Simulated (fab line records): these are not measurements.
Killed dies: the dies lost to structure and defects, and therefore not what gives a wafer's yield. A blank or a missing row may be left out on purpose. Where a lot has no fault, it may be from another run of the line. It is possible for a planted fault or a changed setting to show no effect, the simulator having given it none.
2 desks looking at one fault + flow sky130 + each desk has only its own numbers; what lay behind them comes last

## TOOL OWNER'S DESK, implanter-04
The tool's own readings at SKY_LDD_HVN_IMPLANT_08, given as means over the sampled wafers that have a number, one for each lot that went through this tool. The brackets show how far a lot's mean lies from the usual mean; more than 4 standard deviations puts the lot out of limits, marked OUT.
Columns: A = beam energy keV at SKY_LDD_HVN_IMPLANT_08, usual 60.000; B = dose ions cm2 at SKY_LDD_HVN_IMPLANT_08, usual 2.999e+13; C = end station pressure torr at SKY_LDD_HVN_IMPLANT_08, usual 5.2e-06 Torr; D = faraday current uA at SKY_LDD_HVN_IMPLANT_08, usual 169
| lot  | first seen here | A      | B                           | C       | D                      |
|------|-----------------|--------|-----------------------------|---------|------------------------|
| L876 | day 22 02:55    | 60.011 | 2.999e+13                   | 5.3e-06 | 169                    |
| L878 | day 22 04:34    | 60.012 | 3.002e+13                   | 5.0e-06 | 170                    |
| L883 | day 24 17:22    | 59.993 | 2.386e+14 (+99 or more) OUT | 6.2e-06 | 1317 (+99 or more) OUT |
| L885 | day 25 01:07    | 59.976 | 2.386e+14 (+99 or more) OUT | 6.2e-06 | 1335 (+99 or more) OUT |
| L891 | day 28 03:34    | 59.985 | 3.002e+13                   | 5.1e-06 | 170                    |
| L895 | day 28 17:25    | 60.003 | 2.998e+13                   | 5.2e-06 | 170                    |
Finding of this desk: L883, L885 out of limits; the first was L883 at day 24 17:22, on dose ions cm2 at SKY_LDD_HVN_IMPLANT_08. L876, L878, L891, L895: within limits.

## AT THE METROLOGY DESK
Means of the sampled wafers that have a number, per lot and without regard to the tool the lot ran on: this is what the gauges read. The brackets show how far a lot's mean lies from the usual mean; more than 4 standard deviations puts the lot out of limits, marked OUT.
Columns: A = LDD_P_OVL at SKY_LDD_P_OVL_MEAS_08, usual -0.2 nm; B = LDD_HVN_TW at SKY_LDD_HVN_TW_MEAS_10, usual 1437; C = LDD_HVP_OVL at SKY_LDD_HVP_OVL_MEAS_07, usual -1.8 nm
| lot  | first seen here | A    | B                      | C    |
|------|-----------------|------|------------------------|------|
| L875 | day 20 03:42    | -0.6 | 1436                   | -1.0 |
| L876 | day 20 20:10    | 0.3  | 1432                   | -1.8 |
| L878 | day 20 21:45    | -0.7 | 1440                   | -1.9 |
| L883 | day 23 10:10    | 0.9  | 2734 (+99 or more) OUT | -    |
| L885 | day 23 18:29    | -0.6 | 2741 (+99 or more) OUT | -    |
| L887 | day 25 06:23    | 1.4  | 1428                   | 0.6  |
| L890 | day 26 17:04    | -1.4 | 1433                   | -4.2 |
| L891 | day 26 22:17    | -1.7 | 1437                   | -3.5 |
| L892 | day 27 03:32    | -0.3 | 1455                   | -1.7 |
| L895 | day 27 11:53    | -0.9 | 1450                   | -0.9 |
| L894 | day 27 14:55    | 0.7  | 1446                   | -1.0 |
| L896 | day 27 21:21    | -1.0 | 1429                   | -1.7 |
This desk reports L883, L885 out of limits; the earliest was L883 at day 24 17:35 (LDD_HVN_TW at SKY_LDD_HVN_TW_MEAS_10). L875, L876, L878, L887, L890, L891, L892, L895, L894, L896: within limits.

## PUT TOGETHER
The tool owner's desk could have raised an alarm at day 24 17:22, on L883, L885.
L883, L885 would have let the metrology desk raise an alarm at day 24 17:35.
Every lot named ran SKY_LDD_HVN_IMPLANT_08 on implanter-04.

## WHAT THE SIMULATOR HAD PUT IN
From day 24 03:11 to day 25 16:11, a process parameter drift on implanter-04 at SKY_LDD_HVN_IMPLANT_08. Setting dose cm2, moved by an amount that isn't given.
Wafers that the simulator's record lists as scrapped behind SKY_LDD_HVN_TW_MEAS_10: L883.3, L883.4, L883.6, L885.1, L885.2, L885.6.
Lots struck among those shown: L883, L885.
Time in hours from fault onset to the first out-of-limits reading at each desk: tool owner's desk 14, metrology desk 14.
